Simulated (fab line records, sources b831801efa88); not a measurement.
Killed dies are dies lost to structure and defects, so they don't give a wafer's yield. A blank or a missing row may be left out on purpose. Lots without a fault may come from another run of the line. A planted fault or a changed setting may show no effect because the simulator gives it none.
Tool commonality check | flow sky130 | 12 lots, 36 wafers sampled

WHY IT WAS OPENED
At SKY_NWELL_TW_MEAS_15 the reading NWELL_TW is flagged on 1 of 12 lots. Wafers without a fault read 1834, standard deviation 20.
Rule: a lot is flagged when every wafer of it that has a number lies more than 4 standard deviations from that mean, or none has a number. The other lots count as sound.

lot  | measured     | on            | NWELL_TW, wafer by wafer | flag
L738 | day 4 16:50  | film_metro-03 | 1827 1827 1830           |
L739 | day 5 08:48  | film_metro-03 | 1820 1837 1835           |
L740 | day 5 22:49  | film_metro-01 | 1858 1871 1860           |
L742 | day 6 06:46  | film_metro-02 | 30 30 30                 | FLAGGED
L743 | day 6 07:14  | film_metro-02 | 1815 1801 1816           |
L751 | day 8 01:58  | film_metro-03 | 1823 1822 1818           |
L752 | day 8 05:11  | film_metro-02 | 1831 1835 1820           |
L753 | day 8 10:59  | film_metro-03 | 1828 1816 1828           |
L755 | day 8 21:30  | film_metro-01 | 1871 1872 1867           |
L756 | day 9 05:42  | film_metro-03 | 1830 1836 1840           |
L757 | day 9 09:48  | film_metro-03 | 1833 1836 1832           |
L759 | day 10 08:10 | film_metro-02 | 1838 1832 1835           |
The numbers of the flagged lots are 30 on average: -1804 against the usual, or -90 standard deviations.

WHICH TOOL RAN EACH LOT
The record holds 1 process step before the reading, out of a route of 708 steps. In each cell: the tool, then ch and the chambers that the sampled wafers went through, then the start.
lot  | flag    | SKY_NWELL_EXPOSE_07
L738 |         | iline_stepper-02 ch 0, day 4 07:55
L739 |         | iline_stepper-01 ch 0, day 4 23:26
L740 |         | iline_stepper-01 ch 0, day 5 13:32
L742 | FLAGGED | iline_stepper-01 ch 0, day 5 21:34
L743 |         | iline_stepper-02 ch 0, day 5 21:58
L751 |         | iline_stepper-02 ch 0, day 7 14:47
L752 |         | iline_stepper-01 ch 0, day 7 19:38
L753 |         | iline_stepper-01 ch 0, day 8 00:05
L755 |         | iline_stepper-02 ch 0, day 8 10:47
L756 |         | iline_stepper-02 ch 0, day 8 19:00
L757 |         | iline_stepper-01 ch 0, day 8 22:46
L759 |         | iline_stepper-02 ch 0, day 9 20:32
What these steps do:
- SKY_NWELL_EXPOSE_07: exposes mask NWM, target cd 840 nm.
- SKY_NWELL_TW_MEAS_15

FLAGGED OVER TOTAL, TOOL BY TOOL (the gauges that took the reading come last)
step                 | tool             | lots run | flagged | share of the flagged lots | sound lots run after its first flagged lot
SKY_NWELL_EXPOSE_07  | iline_stepper-01 | 6        | 1       | all                       | 3 (L752,L753,L757)
SKY_NWELL_EXPOSE_07  | iline_stepper-02 | 6        | 0       | none                      | -
SKY_NWELL_TW_MEAS_15 | film_metro-01    | 2        | 0       | none                      | -
SKY_NWELL_TW_MEAS_15 | film_metro-02    | 4        | 1       | all                       | 3 (L743,L752,L759)
SKY_NWELL_TW_MEAS_15 | film_metro-03    | 6        | 0       | none                      | -

WHAT THE TABLE ALLOWS
2 rows of the table ran every flagged lot: iline_stepper-01 at SKY_NWELL_EXPOSE_07, film_metro-02 at SKY_NWELL_TW_MEAS_15.
- iline_stepper-01 at SKY_NWELL_EXPOSE_07: 1 of its 6 lots flagged. Sound lots ran on it after the first flagged one (L752, L753, L757), which a lasting fault on the whole tool wouldn't allow.
- film_metro-02 at SKY_NWELL_TW_MEAS_15: 1 of its 4 lots flagged. Sound lots ran on it after the first flagged one (L743, L752, L759), which a lasting fault on the whole tool wouldn't allow.
No row of the table ran every flagged lot and no sound lot after the first.

WHAT THE SIMULATOR HAD PUT IN
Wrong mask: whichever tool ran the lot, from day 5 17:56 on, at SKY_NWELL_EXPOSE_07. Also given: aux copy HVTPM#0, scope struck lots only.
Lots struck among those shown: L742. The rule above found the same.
